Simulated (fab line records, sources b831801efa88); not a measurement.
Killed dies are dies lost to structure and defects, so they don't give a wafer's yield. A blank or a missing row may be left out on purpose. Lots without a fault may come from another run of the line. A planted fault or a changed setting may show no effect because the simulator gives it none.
One fault seen from 2 desks | flow sky130 | each desk has only its own numbers; what lay behind them comes last

THE TOOL OWNER'S DESK: implanter-02
The tool's own readings at SKY_VT_ADJUST_LVTN_IMPLANT_19: means of the sampled wafers that have a number, for each lot that ran on this tool. A lot is out of limits, marked OUT, if its mean lies more than 4 standard deviations from the usual mean; the brackets give that distance.
Columns: A = beam_on_s at SKY_VT_ADJUST_LVTN_IMPLANT_19, usual 10.00 s; B = dose_ions_cm2 at SKY_VT_ADJUST_LVTN_IMPLANT_19, usual 6.499e+11
lot  | first seen here | A     | B
L178 | day 8 01:00     | 10.14 | 6.502e+11
L191 | day 11 22:13    | 10.03 | 6.494e+11
L192 | day 12 01:08    | 9.84  | 6.497e+11
This desk's finding: nothing out of limits on any of the 3 lots.

THE METROLOGY DESK
What the gauges read, lot by lot, whatever tool the lot ran on: means of the sampled wafers that have a number. A lot is out of limits, marked OUT, if its mean lies more than 4 standard deviations from the usual mean; the brackets give that distance. Of its 10 readings 7 are shown: those that lie furthest out on some lot.
Columns: A = VT_ADJUST_LVTN_OVL at SKY_VT_ADJUST_LVTN_OVL_MEAS_07, usual -0.5 nm; B = VT_ADJUST_LVTN_2_TW at SKY_VT_ADJUST_LVTN_TW_MEAS_21, usual 189.3; C = cd_nm at SKY_VT_ADJUST_NCORE_CD_MEAS_07, usual 379.8 nm; D = VT_ADJUST_NCORE_OVL at SKY_VT_ADJUST_NCORE_OVL_MEAS_08, usual 0.1 nm; E = cd_nm at SKY_VT_ADJUST_HVTR_CD_MEAS_07, usual 379.8 nm; F = VT_ADJUST_HVTR_OVL at SKY_VT_ADJUST_HVTR_OVL_MEAS_08, usual -0.5 nm; G = VT_ADJUST_HVTR_TW at SKY_VT_ADJUST_HVTR_TW_MEAS_11, usual 211.7
lot  | first seen here | A    | B     | C     | D    | E     | F    | G
L177 | day 6 16:43     | -0.6 | 190.2 | 382.0 | 0.2  | 374.0 | 0.3  | 210.1
L178 | day 7 04:38     | -0.1 | 190.1 | 379.4 | -2.0 | 379.5 | 0.5  | 213.1
L179 | day 7 11:28     | 1.5  | 189.6 | 376.7 | 0.5  | 379.8 | -0.1 | 212.0
L191 | day 10 22:18    | 0.6  | 188.8 | 380.6 | 0.7  | 381.1 | -0.7 | 211.9
L192 | day 11 01:07    | -0.4 | 187.5 | 383.1 | -1.7 | 378.1 | -1.1 | 209.9
L194 | day 11 18:58    | 1.3  | 189.2 | 381.8 | -0.2 | 382.3 | -3.4 | 211.5
This desk's finding: nothing out of limits on any of the 6 lots.

PUT TOGETHER
The tool owner's desk saw nothing out of limits.
The metrology desk saw nothing out of limits.

WHAT THE SIMULATOR HAD PUT IN
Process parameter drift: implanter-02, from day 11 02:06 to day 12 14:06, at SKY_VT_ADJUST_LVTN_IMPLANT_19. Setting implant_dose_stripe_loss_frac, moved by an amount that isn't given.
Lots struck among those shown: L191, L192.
